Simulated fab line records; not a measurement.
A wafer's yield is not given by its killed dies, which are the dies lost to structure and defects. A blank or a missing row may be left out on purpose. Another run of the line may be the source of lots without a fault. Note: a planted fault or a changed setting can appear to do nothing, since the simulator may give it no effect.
Check of tool commonality | flow gf180mcu | 13 lots and 39 wafers in the sample

## THE REASON FOR OPENING IT
Of 13 lots, 3 have the reading LVPWELL_TW flagged at GF_LVPWELL_TW_MEAS_11. Fault-free wafers read 560, with a standard deviation of 3.3.
Rule: flag the lot when none of its wafers has a number, or when each of its wafers that has one lies beyond 4 standard deviations from that mean. As for the other lots, they are considered sound.

lot  | measured    | on            | LVPWELL_TW, wafer by wafer | flag
L664 | day 3 20:14 | film metro-04 | 563 559 560                |
L666 | day 4 07:36 | film metro-04 | 592 592 594                | FLAGGED
L667 | day 4 12:51 | film metro-04 | 563 562 563                |
L671 | day 5 17:41 | film metro-03 | 595 594 593                | FLAGGED
L673 | day 5 23:29 | film metro-04 | 598 596 596                | FLAGGED
L679 | day 7 17:10 | film metro-03 | 557 560 558                |
L678 | day 7 17:52 | film metro-03 | 565 560 561                |
L681 | day 7 23:34 | film metro-04 | 561 563 564                |
L680 | day 7 23:54 | film metro-04 | 566 561 560                |
L683 | day 8 14:59 | film metro-02 | 551 553 552                |
L685 | day 8 22:40 | film metro-04 | 562 563 561                |
L686 | day 9 01:58 | film metro-03 | 559 559 554                |
L687 | day 9 06:34 | film metro-03 | 560 557 559                |
The mean of the flagged lots' numbers is 594, +34 from the usual (+10 standard deviations).

## WHICH TOOL RAN EACH LOT
The record keeps 1 process step preceding the reading, out of 602 steps on the route. Each cell gives the tool, then ch followed by the chambers the sampled wafers passed through, then the start.
lot  | flag    | GF_LVPWELL_IMPLANT_09
L664 |         | implanter-03 ch 0, day 3 19:59
L666 | FLAGGED | implanter-01 ch 0, day 4 07:03
L667 |         | implanter-03 ch 0, day 4 12:36
L671 | FLAGGED | implanter-02 ch 0, day 5 17:03
L673 | FLAGGED | implanter-02 ch 0, day 5 22:55
L679 |         | implanter-03 ch 0, day 7 16:55
L678 |         | implanter-02 ch 0, day 7 17:39
L681 |         | implanter-03 ch 0, day 7 23:19
L680 |         | implanter-01 ch 0, day 7 23:39
L683 |         | implanter-03 ch 0, day 8 14:44
L685 |         | implanter-02 ch 0, day 8 22:25
L686 |         | implanter-03 ch 0, day 9 01:44
L687 |         | implanter-02 ch 0, day 9 06:21
What the steps here do:
- GF_LVPWELL_IMPLANT_09
- GF_LVPWELL_TW_MEAS_11

## FLAGGED AGAINST TOTAL, ONE TOOL AT A TIME (gauges that did the reading follow at the end)
step                  | tool          | lots run | flagged | share of the flagged lots | sound lots run after its first flagged lot
GF_LVPWELL_IMPLANT_09 | implanter-01  | 2        | 1       | some                      | 1 (L680)
GF_LVPWELL_IMPLANT_09 | implanter-02  | 5        | 2       | some                      | 3 (L678,L685,L687)
GF_LVPWELL_IMPLANT_09 | implanter-03  | 6        | 0       | none                      | -
GF_LVPWELL_TW_MEAS_11 | film metro-02 | 1        | 0       | none                      | -
GF_LVPWELL_TW_MEAS_11 | film metro-03 | 5        | 1       | some                      | 4 (L679,L678,L686,L687)
GF_LVPWELL_TW_MEAS_11 | film metro-04 | 7        | 2       | some                      | 4 (L667,L681,L680,L685)

## THE TABLE: WHAT IT ALLOWS
No row of the table ran every flagged lot.

## WHAT THE SIMULATOR HAD INSERTED
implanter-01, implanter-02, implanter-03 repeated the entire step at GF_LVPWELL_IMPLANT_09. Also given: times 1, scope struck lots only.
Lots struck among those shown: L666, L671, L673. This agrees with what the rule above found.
